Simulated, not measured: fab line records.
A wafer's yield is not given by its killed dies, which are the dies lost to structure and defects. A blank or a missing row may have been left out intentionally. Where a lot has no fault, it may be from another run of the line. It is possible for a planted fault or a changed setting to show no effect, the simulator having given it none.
Problem report, 8D (eight disciplines) form, completed by code / flow sky130 / the parts of the form that need people (team, actions taken, sign-off) are left out

## 1. PROBLEM STATEMENT
At SKY_PAD_OPEN_PROBE_99, killedAtFrontEnd averages 66 over 2 wafers from 2 lots, while fault-free wafers read 15, standard deviation 4. Relative to the usual mean, that is a shift of +13 standard deviations.
Seen first at day 48 10:27 on prober-01, wafer L794.5. The record has a number at this step for 36 wafers belonging to 12 lots. Rule for "out", or "out of limits": more than 4 standard deviations from the usual mean. Any other wafer with a number is counted as sound.

## 2. WHAT THIS IS AND IS NOT
question=which readings at this step | is=killedAtFrontEnd, killedDies | is not=killed_at_M0_to_M3, killedAtContacts, killedAtOther, killedOpen, killedShort
question=which lots | is=L793, L794 | is not=L785, L786, L787, L792, L800, L802, L803, L804, L806, L807
question=which wafers of those lots | is=L793.3, L794.5 | is not=L793.4, L793.5, L794.3, L794.6
question=read on which tools | is=prober-01, prober-02 | is not=-
question=when | is=from day 48 10:27 | is not=up to then (13 sound wafers); but 21 sound wafers of L793, L794, L800, L802, L803, L804, L806, L807 came after

## 3. SUSPECTS, AND WHAT RULES EACH OUT
Counting: a tool at a process step up to the reading stays a suspect if it ran every lot that is out. Sound lots after the first of them don't rule it out here, since some wafers of a struck lot are sound.
- plasmaAsher-03 at SKY_LDD_P_STRIP_10 (strips in O2/N2): kept. Every lot that is out went through it, the first being L794 (day 22 21:55); the last sound lot it ran before that was L786 (day 19 08:32).
- pvdSputter-03 at SKY_METAL5_SPUTTER_01 (material TiN, target thk 20 nm, time 16.7 s): kept. Every lot that is out went through it, the first being L794 (day 45 18:09); the last sound lot it ran before that was L786 (day 43 03:39).
- Within plasmaAsher-03 at SKY_LDD_P_STRIP_10, the wafers that are out were processed in chamber 0 and their sound lot-mates in chamber 1.
Remaining after the count are plasmaAsher-03 at SKY_LDD_P_STRIP_10 and pvdSputter-03 at SKY_METAL5_SPUTTER_01.

## 4. THE CAUSE (what the simulator had put in)
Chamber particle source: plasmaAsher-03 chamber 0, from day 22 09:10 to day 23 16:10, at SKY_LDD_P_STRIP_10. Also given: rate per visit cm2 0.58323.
This tool is one of the 2 suspects left after counting.

## 5. THE EFFECT CHAIN, in route order
Each row: a reading where the mean over the struck wafers with a number is more than 3 standard deviations away from the usual. Scope: only readings with a usual standard deviation given in the record; hours: median across lots of the time from each lot's start at the first step in this table that gives one to its start at this step; sigmas: change in usual standard deviations.
hours=0; step=SKY_PAD_OPEN_PROBE_99; reading=killedAtFrontEnd; usual=15; on struck wafers=66; change=+51; sigmas=+13
hours=0; step=SKY_PAD_OPEN_PROBE_99; reading=killedDies; usual=87; on struck wafers=130; change=+43; sigmas=+4.7
The process steps in it:
- SKY_PAD_OPEN_PROBE_99

## 6. HOW IT WOULD HAVE BEEN CAUGHT EARLIER
In this record the first reading out of limits was taken at day 48 10:27, 625 hours after the fault began at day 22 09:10.
Tool readings at SKY_LDD_P_STRIP_10 with a usual standard deviation given in the record: none out on any struck wafer, hence no alarm at a limit of 4 standard deviations on them.
Lots out: 2; all had begun SKY_LDD_P_STRIP_10 on plasmaAsher-03 by day 48 10:27. A hold on the tool at that time would have spared none of them.
